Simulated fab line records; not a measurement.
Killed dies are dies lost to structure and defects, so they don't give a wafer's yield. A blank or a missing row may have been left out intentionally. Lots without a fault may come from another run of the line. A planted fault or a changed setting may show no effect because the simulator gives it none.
What tool caused it? | flow sky130 | Sampling: 24 lots, 72 wafers, 5 of 708 route steps

WHAT EACH GAUGE READ, for each wafer
SKY_CAPM_RS_MEAS_03: uses a four-point probe to measure. Usual: CAPM_TIN_RS typically reads 6.94 ohm/sq, with standard deviation 0.07.
lot  | measured     | on            | CAPM_TIN_RS (ohm/sq) | flag
L074 | day 36 21:10 | film-metro-01 | 7.00 7.06 7.02       |
L075 | day 36 21:31 | film-metro-02 | 6.95 6.91 6.89       |
L076 | day 37 09:30 | film-metro-04 | 6.88 6.88 6.87       |
L077 | day 38 01:19 | film-metro-02 | 6.87 6.87 6.91       |
L079 | day 38 10:21 | film-metro-04 | 6.92 6.95 6.92       |
L078 | day 38 10:59 | film-metro-02 | 6.91 6.97 6.93       |
L080 | day 38 11:33 | film-metro-02 | 6.93 6.89 6.92       |
L081 | day 39 13:46 | film-metro-04 | 6.95 6.89 6.94       |
L083 | day 39 19:35 | film-metro-01 | 6.85 6.79 6.79       |
L082 | day 39 23:44 | film-metro-02 | 7.08 6.94 7.00       |
L084 | day 40 03:53 | film-metro-01 | 6.95 7.02 6.94       |
L085 | day 40 14:16 | film-metro-01 | 7.03 7.11 7.05       |
L086 | day 40 19:57 | film-metro-04 | 6.91 6.87 6.89       |
L088 | day 41 12:29 | film-metro-04 | 7.00 6.95 6.98       |
L087 | day 41 13:31 | film-metro-02 | 6.86 6.91 6.92       |
L090 | day 41 15:17 | film-metro-04 | 7.00 6.98 7.05       |
L089 | day 41 16:38 | film-metro-01 | 6.82 6.81 6.82       |
L091 | day 41 20:47 | film-metro-02 | 7.03 6.98 6.98       |
L092 | day 42 00:25 | film-metro-02 | 6.85 6.88 6.93       |
L093 | day 42 13:05 | film-metro-02 | 6.84 6.94 6.86       |
L094 | day 42 14:14 | film-metro-02 | 6.98 7.09 7.07       |
L095 | day 42 19:23 | film-metro-01 | 7.01 6.98 7.03       |
L096 | day 43 04:37 | film-metro-01 | 6.98 6.85 6.87       |
L097 | day 43 07:32 | film-metro-01 | 7.03 7.03 6.99       |

SKY_VIA4_RS_MEAS_19: uses a four-point probe to measure. Usual: VIA4_W_RS typically reads 0.2264 ohm/sq, with standard deviation 0.003.
lot  | measured     | on            | VIA4_W_RS (ohm/sq)   | flag
L074 | day 43 07:39 | film-metro-03 | 0.2292 0.2257 0.2306 |
L075 | day 43 10:13 | film-metro-03 | 0.2269 0.2267 0.2270 |
L076 | day 43 17:25 | film-metro-01 | 0.2227 0.2265 0.2277 |
L077 | day 44 08:10 | film-metro-01 | 0.2271 0.2281 0.2271 |
L079 | day 44 16:25 | film-metro-04 | 0.2262 0.2284 0.2245 |
L078 | day 44 17:04 | film-metro-03 | 0.2257 0.2238 0.2244 |
L080 | day 44 17:47 | film-metro-04 | 0.2255 0.2303 0.2261 |
L081 | day 45 17:25 | film-metro-01 | 0.2267 0.2247 0.2266 |
L083 | day 45 22:17 | film-metro-01 | 0.2230 0.2282 0.2308 |
L082 | day 46 00:19 | film-metro-04 | 0.2293 0.2279 0.2250 |
L084 | day 46 02:49 | film-metro-04 | 0.2255 0.2224 0.2238 |
L085 | day 46 12:28 | film-metro-03 | 0.2276 0.2225 0.2266 |
L086 | day 46 17:25 | film-metro-04 | 0.2287 0.2307 0.2266 |
L088 | day 47 09:19 | film-metro-03 | 0.2278 0.2236 0.2277 |
L087 | day 47 10:28 | film-metro-01 | 0.2280 0.2313 0.2241 |
L090 | day 47 11:08 | film-metro-04 | 0.2263 0.2245 0.2299 |
L089 | day 47 11:54 | film-metro-03 | 0.2238 0.2276 0.2297 |
L091 | day 47 16:04 | film-metro-04 | 0.2245 0.2227 0.2263 |
L092 | day 47 20:01 | film-metro-01 | 0.2268 0.2262 0.2244 |
L093 | day 48 03:50 | film-metro-03 | 0.2302 0.2315 0.2284 |
L094 | day 48 06:31 | film-metro-01 | 0.2263 0.2191 0.2223 |
L095 | day 48 10:44 | film-metro-04 | 0.2308 0.2266 0.2195 |
L096 | day 48 17:17 | film-metro-04 | 0.2291 0.2292 0.2287 |
L097 | day 48 19:42 | film-metro-04 | 0.2229 0.2199 0.2248 |

WHICH TOOL RAN EACH LOT (tool, then ch and the chambers of the sampled wafers, then the start)
lot  | SKY_METAL2_SPUTTER_04        | SKY_CAPM_METAL_ETCH_13            | SKY_VIA4_CMP_02
L074 | pvd-sputter-03, day 34 10:48 | rie-metal-03 ch 0,1, day 37 22:51 | cmp-02 ch 0,1,3, day 42 07:10
L075 | pvd-sputter-04, day 34 12:13 | rie-metal-04 ch 0,1, day 37 23:33 | cmp-02 ch 1,2,3, day 42 09:18
L076 | pvd-sputter-03, day 35 00:50 | rie-metal-03 ch 0,1, day 38 10:34 | cmp-01 ch 0,2, day 42 17:14
L077 | pvd-sputter-03, day 35 17:58 | rie-metal-03 ch 0,1, day 39 02:24 | cmp-01 ch 0,3, day 43 08:31
L079 | pvd-sputter-03, day 36 02:45 | rie-metal-03 ch 0,1, day 39 11:28 | cmp-02 ch 1,2,3, day 43 16:23
L078 | pvd-sputter-01, day 36 03:08 | rie-metal-04 ch 0,1, day 39 11:33 | cmp-02 ch 0,3, day 43 17:20
L080 | pvd-sputter-04, day 36 03:09 | rie-metal-03 ch 0,1, day 39 12:09 | cmp-02 ch 1,2,3, day 43 18:15
L081 | pvd-sputter-04, day 37 07:56 | rie-metal-03 ch 0,1, day 40 14:12 | cmp-01 ch 1,2,3, day 44 18:34
L083 | pvd-sputter-01, day 37 12:56 | rie-metal-03 ch 0,1, day 40 20:06 | cmp-01 ch 1,2,3, day 44 23:47
L082 | pvd-sputter-03, day 37 16:53 | rie-metal-04 ch 0,1, day 41 00:06 | cmp-02 ch 0,2,3, day 45 02:03
L084 | pvd-sputter-04, day 37 21:37 | rie-metal-04 ch 0,1, day 41 03:49 | cmp-01 ch 0,2,3, day 45 04:39
L085 | pvd-sputter-04, day 38 09:39 | rie-metal-03 ch 0,1, day 41 13:57 | cmp-02 ch 0,2,3, day 45 15:04
L086 | pvd-sputter-03, day 38 15:18 | rie-metal-01 ch 0, day 41 20:21   | cmp-02 ch 1,2,3, day 45 19:55
L088 | pvd-sputter-03, day 39 07:55 | rie-metal-04 ch 0, day 42 11:46   | cmp-02 ch 1,2,3, day 46 11:44
L087 | pvd-sputter-04, day 39 09:10 | rie-metal-01 ch 0,1, day 42 12:39 | cmp-01 ch 0,1, day 46 12:34
L090 | pvd-sputter-01, day 39 11:20 | rie-metal-03 ch 0,1, day 42 14:17 | cmp-01 ch 0,2,3, day 46 13:29
L089 | pvd-sputter-04, day 39 11:50 | rie-metal-04 ch 0, day 42 15:36   | cmp-01 ch 0,1,2, day 46 14:13
L091 | pvd-sputter-04, day 39 17:07 | rie-metal-04 ch 0, day 42 20:10   | cmp-02 ch 0,3, day 46 18:35
L092 | pvd-sputter-03, day 39 19:56 | rie-metal-03 ch 0, day 42 23:33   | cmp-02 ch 0,2,3, day 46 22:24
L093 | pvd-sputter-03, day 40 09:06 | rie-metal-01 ch 0,1, day 43 11:38 | cmp-01 ch 1,2, day 47 07:18
L094 | pvd-sputter-01, day 40 10:50 | rie-metal-03 ch 0,1, day 43 13:59 | cmp-02 ch 0,1,3, day 47 10:11
L095 | pvd-sputter-04, day 40 16:18 | rie-metal-03 ch 0,1, day 43 18:30 | cmp-01 ch 1,2, day 47 14:25
L096 | pvd-sputter-03, day 41 01:47 | rie-metal-03 ch 0,1, day 44 02:24 | cmp-01 ch 0,1,3, day 47 20:54
L097 | pvd-sputter-04, day 41 04:52 | rie-metal-01 ch 0,1, day 44 06:01 | cmp-02 ch 0,1,3, day 47 23:19
- SKY_METAL2_SPUTTER_04: material TiN, target thk 70 nm, time 58.3 s.
- SKY_CAPM_METAL_ETCH_13: etches TiN in Cl2/BCl3, stops on SiO2, target depth 220 nm, time 62.9 s.
- SKY_VIA4_CMP_02: polishes SiO2.

AS READ BY THE TOOLS THEMSELVES (means over the sampled wafers that have a number; for cases with no such wafer, the mark the record gives instead)
SKY_METAL2_SPUTTER_04. Usual: throttle-valve-pct reads 29.9 % (standard deviation 1.2).
lot  | tool           | throttle-valve-pct (%) | flag
L074 | pvd-sputter-03 | 28.8                   |
L075 | pvd-sputter-04 | 30.4                   |
L076 | pvd-sputter-03 | 30.0                   |
L077 | pvd-sputter-03 | 29.5                   |
L079 | pvd-sputter-03 | 29.2                   |
L078 | pvd-sputter-01 | 29.3                   |
L080 | pvd-sputter-04 | 30.3                   |
L081 | pvd-sputter-04 | 30.5                   |
L083 | pvd-sputter-01 | 29.6                   |
L082 | pvd-sputter-03 | 29.6                   |
L084 | pvd-sputter-04 | 30.4                   |
L085 | pvd-sputter-04 | 30.3                   |
L086 | pvd-sputter-03 | 29.3                   |
L088 | pvd-sputter-03 | 29.8                   |
L087 | pvd-sputter-04 | 30.5                   |
L090 | pvd-sputter-01 | 30.1                   |
L089 | pvd-sputter-04 | 30.6                   |
L091 | pvd-sputter-04 | 30.5                   |
L092 | pvd-sputter-03 | 29.2                   |
L093 | pvd-sputter-03 | 29.3                   |
L094 | pvd-sputter-01 | 29.9                   |
L095 | pvd-sputter-04 | 30.4                   |
L096 | pvd-sputter-03 | 29.2                   |
L097 | pvd-sputter-04 | 31.3                   |

SKY_CAPM_METAL_ETCH_13. Usual: bias-w 48.54 W, standard deviation 0.15; drypump-motor-current-A 6.2 A, standard deviation 0.46; oes-product-au 0.940 a.u., standard deviation 0.0065; rf-fwd-power-W 894 W, standard deviation 3.3; throttle-valve-pct 21.904 %, standard deviation 0.009.
lot  | tool         | bias-w (W) | drypump-motor-current-A (A) | oes-product-au (a.u.) | rf-fwd-power-W (W) | throttle-valve-pct (%) | flag
L074 | rie-metal-03 | 48.44      | 6.5                         | 0.930                 | 898                | 21.904                 |
L075 | rie-metal-04 | 48.71      | 6.2                         | 0.942                 | 891                | 21.908                 |
L076 | rie-metal-03 | 48.66      | 6.5                         | 0.948                 | 895                | 21.901                 |
L077 | rie-metal-03 | 48.52      | 6.5                         | 0.945                 | 893                | 21.907                 |
L079 | rie-metal-03 | 48.34      | 6.5                         | 0.941                 | 891                | 21.903                 |
L078 | rie-metal-04 | 48.61      | 6.2                         | 0.941                 | 896                | 21.905                 |
L080 | rie-metal-03 | 48.35      | 6.5                         | 0.943                 | 892                | 21.909                 |
L081 | rie-metal-03 | 48.60      | 6.5                         | 0.942                 | 898                | 21.902                 |
L083 | rie-metal-03 | 48.46      | 6.5                         | 0.948                 | 895                | 21.903                 |
L082 | rie-metal-04 | 48.55      | 6.2                         | 0.936                 | 896                | 21.907                 |
L084 | rie-metal-04 | 48.45      | 6.2                         | 0.933                 | 893                | 21.909                 |
L085 | rie-metal-03 | 48.60      | 6.5                         | 0.931                 | 892                | 21.914                 |
L086 | rie-metal-01 | 48.57      | 6.0                         | 0.945                 | 891                | 21.903                 |
L088 | rie-metal-04 | 48.67      | 5.8                         | 0.936                 | 898                | 21.909                 |
L087 | rie-metal-01 | 48.61      | 5.7                         | 0.943                 | 889                | 21.897                 |
L090 | rie-metal-03 | 48.58      | 6.5                         | 0.936                 | 895                | 21.909                 |
L089 | rie-metal-04 | 48.61      | 5.7                         | 0.950                 | 895                | 21.894                 |
L091 | rie-metal-04 | 48.52      | 5.8                         | 0.930                 | 897                | 21.906                 |
L092 | rie-metal-03 | 48.41      | 6.4                         | 0.940                 | 896                | 21.901                 |
L093 | rie-metal-01 | 48.55      | 5.3                         | 0.946                 | 891                | 21.906                 |
L094 | rie-metal-03 | 48.35      | 6.5                         | 0.930                 | 895                | 21.898                 |
L095 | rie-metal-03 | 48.70      | 6.4                         | 0.937                 | 896                | 21.913                 |
L096 | rie-metal-03 | 48.46      | 6.5                         | 0.942                 | 895                | 21.898                 |
L097 | rie-metal-01 | 48.47      | 5.7                         | 0.937                 | 890                | 21.915                 |

SKY_VIA4_CMP_02. Usual: head-pressure-psi 4.000 psi, standard deviation 0.0092; motor-current-A 12.2 A, standard deviation 1.2.
lot  | tool   | head-pressure-psi (psi) | motor-current-A (A) | flag
L074 | cmp-02 | 4.015                   | 11.6                |
L075 | cmp-02 | 3.999                   | 11.2                |
L076 | cmp-01 | 4.005                   | 13.6                |
L077 | cmp-01 | 3.996                   | 12.2                |
L079 | cmp-02 | 4.003                   | 11.2                |
L078 | cmp-02 | 3.991                   | 12.0                |
L080 | cmp-02 | 4.000                   | 10.9                |
L081 | cmp-01 | 3.994                   | 12.9                |
L083 | cmp-01 | 3.996                   | 13.1                |
L082 | cmp-02 | 4.002                   | 11.9                |
L084 | cmp-01 | 4.005                   | 12.5                |
L085 | cmp-02 | 3.999                   | 11.9                |
L086 | cmp-02 | 4.006                   | 11.2                |
L088 | cmp-02 | 3.998                   | 11.2                |
L087 | cmp-01 | 4.002                   | 12.4                |
L090 | cmp-01 | 4.002                   | 13.0                |
L089 | cmp-01 | 3.991                   | 13.0                |
L091 | cmp-02 | 4.001                   | 13.1                |
L092 | cmp-02 | 3.995                   | 11.7                |
L093 | cmp-01 | 4.006                   | 13.8                |
L094 | cmp-02 | 3.995                   | 11.8                |
L095 | cmp-01 | 4.001                   | 13.7                |
L096 | cmp-01 | 4.005                   | 12.4                |
L097 | cmp-02 | 4.012                   | 11.6                |

THE ANSWER, worked out from the rows above alone
Rule: a lot is off if the mean of its wafers that have a number lies more than 3 standard deviations from the usual mean. Also off: a lot with no number at a reading for which 4 or more lots have one. The other lots that the step has rows for count as sound. The gauges are gone through in route order, then the tools' own readings, and for those a lot's mean is taken as printed above. The first step at which some lot is off is used, and at that step the reading that is off furthest; a lot without a number counts as furthest.
None of the lots is off at any reading shown; this tells nothing.

WHAT THE SIMULATOR PUT IN
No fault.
